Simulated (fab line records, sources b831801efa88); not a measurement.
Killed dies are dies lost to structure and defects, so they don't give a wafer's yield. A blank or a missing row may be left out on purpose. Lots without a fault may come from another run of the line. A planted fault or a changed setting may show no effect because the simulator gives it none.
Which tool did it? | flow gf180mcu | 14 lots, 42 wafers sampled, at 5 steps of a route of 602

WHAT THE GAUGES READ, wafer by wafer
GF_V5_THK_MEAS_03.
lot  | measured     | on            | V5_CVD_02_THK (nm)
L638 | day 26 07:53 | film_metro-03 | 1434 1458 1467
L639 | day 26 14:26 | film_metro-02 | 1437 1437 1468
L640 | day 27 01:29 | film_metro-03 | 1447 1465 1459
L641 | day 27 11:23 | film_metro-03 | 1462 1468 1455
L643 | day 28 02:07 | film_metro-01 | 1468 1467 1489
L644 | day 28 09:20 | film_metro-01 | 1431 1431 1461
L646 | day 28 23:31 | film_metro-01 | 1450 1474 1469
L647 | day 29 01:45 | film_metro-01 | 1431 1455 1450
L650 | day 30 08:18 | film_metro-01 | 1467 1457 1455
L651 | day 30 09:49 | film_metro-03 | 1435 1454 1453
L652 | day 30 12:34 | film_metro-02 | 1457 1450 1455
L654 | day 31 07:06 | film_metro-01 | 1447 1470 1455
L660 | day 32 16:57 | film_metro-02 | 1415 1419 1427
L659 | day 32 19:06 | film_metro-03 | 1415 1437 1461

GF_V5_CD_MEAS_14: target cd 260 nm.
lot  | measured     | on        | cd_nm (nm)
L638 | day 27 04:32 | cd_sem-01 | 261.7 261.1 260.2
L639 | day 27 10:56 | cd_sem-01 | 260.6 260.2 260.3
L640 | day 27 21:26 | cd_sem-02 | 258.5 257.2 258.4
L641 | day 28 07:51 | cd_sem-02 | 259.5 260.3 259.7
L643 | day 28 21:31 | cd_sem-02 | 261.5 262.4 262.6
L644 | day 29 05:16 | cd_sem-01 | 259.4 258.5 259.0
L646 | day 29 18:32 | cd_sem-01 | 259.1 258.4 259.1
L647 | day 29 21:39 | cd_sem-01 | 260.8 259.9 259.5
L650 | day 31 02:36 | cd_sem-01 | 259.8 260.4 260.0
L651 | day 31 03:38 | cd_sem-01 | 261.0 262.1 260.6
L652 | day 31 06:16 | cd_sem-02 | 259.6 259.0 259.1
L654 | day 32 00:22 | cd_sem-01 | 260.4 260.6 259.5
L660 | day 33 09:32 | cd_sem-02 | 258.3 259.1 259.0
L659 | day 33 11:42 | cd_sem-02 | 260.4 260.4 260.2

GF_PASSIVATION_THK_MEAS_03.
lot  | measured     | on            | PASSIVATION_CVD_02_THK (nm)
L638 | day 28 03:53 | film_metro-04 | 690 706 720
L639 | day 28 09:17 | film_metro-02 | 702 705 703
L640 | day 28 19:43 | film_metro-02 | 694 694 679
L641 | day 29 05:56 | film_metro-01 | 699 709 703
L643 | day 29 19:31 | film_metro-01 | 689 686 705
L644 | day 30 03:28 | film_metro-02 | 689 708 701
L646 | day 30 16:10 | film_metro-01 | 705 706 714
L647 | day 30 19:09 | film_metro-02 | 698 702 709
L650 | day 31 23:07 | film_metro-02 | 714 702 703
L651 | day 32 00:09 | film_metro-04 | 827 820 835
L652 | day 32 02:13 | film_metro-02 | 802 811 815
L654 | day 32 19:37 | film_metro-04 | 701 719 714
L660 | day 34 04:13 | film_metro-04 | 697 696 702
L659 | day 34 05:33 | film_metro-01 | 688 699 707

WHICH TOOL RAN EACH LOT (tool, then ch and the chambers of the sampled wafers, then the start)
lot  | GF_V5_ETCH_16                      | GF_PASSIVATION_CVD_02
L638 | rie_diel-02 ch 0,1, day 27 04:42   | pecvd-04 ch 1,2, day 28 03:36
L639 | rie_diel-02 ch 0,1,3, day 27 11:05 | pecvd-03 ch 0,1,2, day 28 09:00
L640 | rie_diel-03 ch 0,2,3, day 27 21:35 | pecvd-01 ch 0,1,2, day 28 19:25
L641 | rie_diel-02 ch 0,2,3, day 28 07:57 | pecvd-03 ch 0,1,2, day 29 05:46
L643 | rie_diel-03 ch 0,2,3, day 28 21:39 | pecvd-04 ch 0,2, day 29 19:13
L644 | rie_diel-04 ch 0,2, day 29 05:26   | pecvd-03 ch 0,1, day 30 03:02
L646 | rie_diel-04 ch 2,3, day 29 18:42   | pecvd-03 ch 1,2, day 30 15:53
L647 | rie_diel-04 ch 0,1,3, day 29 21:49 | pecvd-04 ch 0,2, day 30 18:52
L650 | rie_diel-02 ch 0,1,2, day 31 02:42 | pecvd-04 ch 0,1,2, day 31 22:57
L651 | rie_diel-03 ch 0,2,3, day 31 03:47 | pecvd-03 ch 0,1,2, day 31 23:51
L652 | rie_diel-04 ch 1,2,3, day 31 06:26 | pecvd-03 ch 0,1,2, day 32 01:56
L654 | rie_diel-03 ch 1,2,3, day 32 00:30 | pecvd-04 ch 0,1,2, day 32 19:19
L660 | rie_diel-03 ch 2,3, day 33 09:41   | pecvd-04 ch 0,1,2, day 34 03:55
L659 | rie_diel-03 ch 1,2, day 33 11:52   | pecvd-04 ch 0,2, day 34 05:16
- GF_V5_ETCH_16: etches BARC in N2/H2.
- GF_PASSIVATION_CVD_02: deposits Si3N4, target thk 700 nm, time 486.18 s.

WHAT THE TOOLS THEMSELVES READ (means of the sampled wafers that have a number; where no wafer has one, the mark that the record gives instead)
GF_V5_ETCH_16.
lot  | tool        | bias_w (W) | drypump_motor_current_A (A) | oes_product_au (a.u.) | throttle_valve_pct (%)
L638 | rie_diel-02 | 99.78      | 6.1                         | 0.855                 | 13.222
L639 | rie_diel-02 | 100.06     | 6.2                         | 0.850                 | 13.232
L640 | rie_diel-03 | 100.24     | 5.9                         | 0.848                 | 13.225
L641 | rie_diel-02 | 100.20     | 6.1                         | 0.860                 | 13.221
L643 | rie_diel-03 | 99.92      | 5.9                         | 0.855                 | 13.226
L644 | rie_diel-04 | 100.32     | 5.4                         | 0.854                 | 13.230
L646 | rie_diel-04 | 100.16     | 5.6                         | 0.855                 | 13.229
L647 | rie_diel-04 | 100.13     | 5.9                         | 0.853                 | 13.221
L650 | rie_diel-02 | 100.17     | 6.1                         | 0.854                 | 13.216
L651 | rie_diel-03 | 99.69      | 5.9                         | 0.859                 | 13.232
L652 | rie_diel-04 | 99.81      | 5.9                         | 0.857                 | 13.218
L654 | rie_diel-03 | 100.01     | 6.0                         | 0.853                 | 13.223
L660 | rie_diel-03 | 99.98      | 5.9                         | 0.857                 | 13.224
L659 | rie_diel-03 | 100.12     | 6.1                         | 0.855                 | 13.233

GF_PASSIVATION_CVD_02.
lot  | tool     | heater_power_w (W)
L638 | pecvd-04 | 743
L639 | pecvd-03 | 804
L640 | pecvd-01 | 821
L641 | pecvd-03 | 798
L643 | pecvd-04 | 820
L644 | pecvd-03 | 859
L646 | pecvd-03 | 703
L647 | pecvd-04 | 838
L650 | pecvd-04 | 746
L651 | pecvd-03 | 736
L652 | pecvd-03 | 711
L654 | pecvd-04 | 699
L660 | pecvd-04 | 727
L659 | pecvd-04 | 831

THE ANSWER, worked out from the rows above alone
Rule: what is usual is taken from the lots themselves. Put in order of their means at a reading, lots are off if they are a third of the lots or fewer, leave a main group of 4 or more, and stand apart from it by a gap of 3 or more times the standard deviation of the main group's means; of several such gaps the widest counts. A main group whose means are all the same, to the digits that the tables above print for the reading, isn't used. A lot without any number at a reading at which 4 lots or more have one is off too. The other lots that the step has rows for count as sound. The gauges are gone through in route order, then the tools' own readings, and for those a lot's mean is taken as printed above. The first step at which some lot is off is used, and at that step the reading that is off furthest; a lot without a number counts as furthest.
Off: L651, L652, at GF_PASSIVATION_THK_MEAS_03 (PASSIVATION_CVD_02_THK). The main group: mean 702 nm, standard deviation 6.1.
A tool fits if, at a process step before that reading, it ran every lot that is off, and no sound lot after the first of them. The gauges at GF_PASSIVATION_THK_MEAS_03 are tried like those tools. One fits: pecvd-03 at GF_PASSIVATION_CVD_02. Its last sound lot is L646 (day 30 15:53), its first lot that is off L651 (day 31 23:51): a fault that began between those two fits.

WHAT THE SIMULATOR HAD PUT IN
Process parameter drift: pecvd-03, from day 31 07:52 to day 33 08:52, at GF_PASSIVATION_CVD_02. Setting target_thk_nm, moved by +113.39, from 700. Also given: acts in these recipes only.
Lots struck among those shown: L651, L652. The rule above found the same.
